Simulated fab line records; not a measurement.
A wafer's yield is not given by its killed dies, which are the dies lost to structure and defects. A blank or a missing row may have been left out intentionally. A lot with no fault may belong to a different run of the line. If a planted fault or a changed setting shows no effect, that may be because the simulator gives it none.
A struck lot beside a sound one | flow sky130 | 22 out of 708 route steps
Sound: the wafers L256.2, L256.4, L256.6. The struck wafers were L268.1, L268.3, L268.6. The cause is named last.
Each step with rows lists, per side, the tool, then ch with its chambers, then its first start. Under that, the readings that differ: sound wafers | struck wafers | difference of the means | sigmas: that difference in standard deviations of wafers without a fault.
alike: readings with means less than 2 such deviations apart, plus words and numbers identical on both sides. not compared: withheld readings, readings lacking a value on some wafer, bounds such as >300 that could conceal the same value, and numbers that have no deviation in the record and whose values overlap.
A row with sigmas, a row that says differs or no value, or rows on one side alone: a step with any of these is where the two part. Numbers that don't overlap but have no deviation are shown without sigmas and don't part them. A reading that every wafer of one side lacks parts them only if that side has two wafers or more.

first, 1 step without rows for these wafers: SKY_POLY_GATE_OXIDATION_20 (stabilise 600 s, purge 300 s, target thk 4 nm).
SKY_POLY_GATE_THK_MEAS_21:
  sound on filmMetro-03, day 16 14:38; struck on filmMetro-03, day 20 23:26
  alike: POLY_GATE_OXIDATION_THK
SKY_POLY_GATE_CD_MEAS_22:
  sound on cdSem-02, day 16 14:43; struck on cdSem-01, day 20 23:29
reading   | sound             | struck            | difference | sigmas
cdNm (nm) | 153.5 151.2 153.8 | 146.9 145.5 145.6 | -6.8       | -2
then, 7 steps without rows for these wafers: SKY_LDD_N_DEHYDRATE_00 (time 60 s); SKY_LDD_N_HMDS_01 (prime time 60 s); SKY_LDD_N_COAT_02 (resist thk 300 nm); SKY_LDD_N_SOFTBAKE_03 (time 60 s); SKY_LDD_N_EXPOSE_04 (exposes mask NTM, target cd 840 nm); SKY_LDD_N_PEB_05; SKY_LDD_N_DEVELOP_06 (develop time 60 s).
SKY_LDD_N_OVL_MEAS_07:
  sound on overlay-01, day 17 19:36; struck on overlay-01, day 22 06:29
  alike: LDD_N_OVL
then, 1 step without rows for these wafers: SKY_LDD_N_IMPLANT_08.
SKY_LDD_N_IMPLANT_09:
  sound on implanter-03 ch 0, day 17 19:48; struck on implanter-02 ch 0, day 22 06:41
reading          | sound                         | struck                        | difference | sigmas
beamOnS (s)      | 10.10 9.91 9.76               | 10.45 10.96 10.76             | +0.80      | +4
doseIonsCm2      | 7.495e+13 7.488e+13 7.509e+13 | 9.681e+13 9.701e+13 9.694e+13 | +2.195e+13 | +99 or more
faradayCurrentUA | 416 425 434                   | 524 500 508                   | +86        | +10
  alike: rotationDeg
then, 6 steps without rows for these wafers: SKY_LDD_N_IMPLANT_10; SKY_LDD_N_IMPLANT_11; SKY_LDD_N_IMPLANT_12; SKY_LDD_N_IMPLANT_13; SKY_LDD_N_IMPLANT_14; SKY_LDD_N_IMPLANT_15.
SKY_LDD_N_STRIP_16: strips in O2/N2.
  sound on plasmaAsher-04 ch 0,1, day 17 20:50; struck on plasmaAsher-02 ch 0, day 22 07:44
reading                  | sound             | struck            | difference | sigmas
stripTimeToEndpointS (s) | 4.309 4.294 4.304 | 4.356 4.364 4.368 | +0.060     | +4
  alike: drypumpMotorCurrentA, oesProductAu
  not compared: rfHoursCounterH
SKY_LDD_N_TW_MEAS_17:
  sound on filmMetro-01, day 17 20:56; struck on filmMetro-02, day 22 07:50
  alike: LDD_N_TW
-- here the record skips 27 days between the struck wafers' starts before and after, leaving off in module LDD_N and picking up in module PAD_OPEN (first step shown: number 708 of the route) --
SKY_PAD_OPEN_PROBE_99:
  sound on prober-02, day 45 22:34; struck on prober-02, day 48 22:57
reading                  | sound             | struck            | difference | sigmas
model.etest.tipN.rsOhmSq | 442.2 448.4 442.5 | 427.3 427.2 427.3 | -17.1      | 
  alike: killed_at_M0_to_M3, killed_at_M4_up, killedAtContacts, killedAtFrontEnd, killedAtOther, killedDies, killedOpen, killedShort

WHERE THEY PART
First at SKY_POLY_GATE_CD_MEAS_22; last, within this record, at SKY_LDD_N_STRIP_16. Later steps at which nothing parts them and some readings are alike: SKY_LDD_N_TW_MEAS_17, SKY_PAD_OPEN_PROBE_99.

WHY: what the simulator had put in
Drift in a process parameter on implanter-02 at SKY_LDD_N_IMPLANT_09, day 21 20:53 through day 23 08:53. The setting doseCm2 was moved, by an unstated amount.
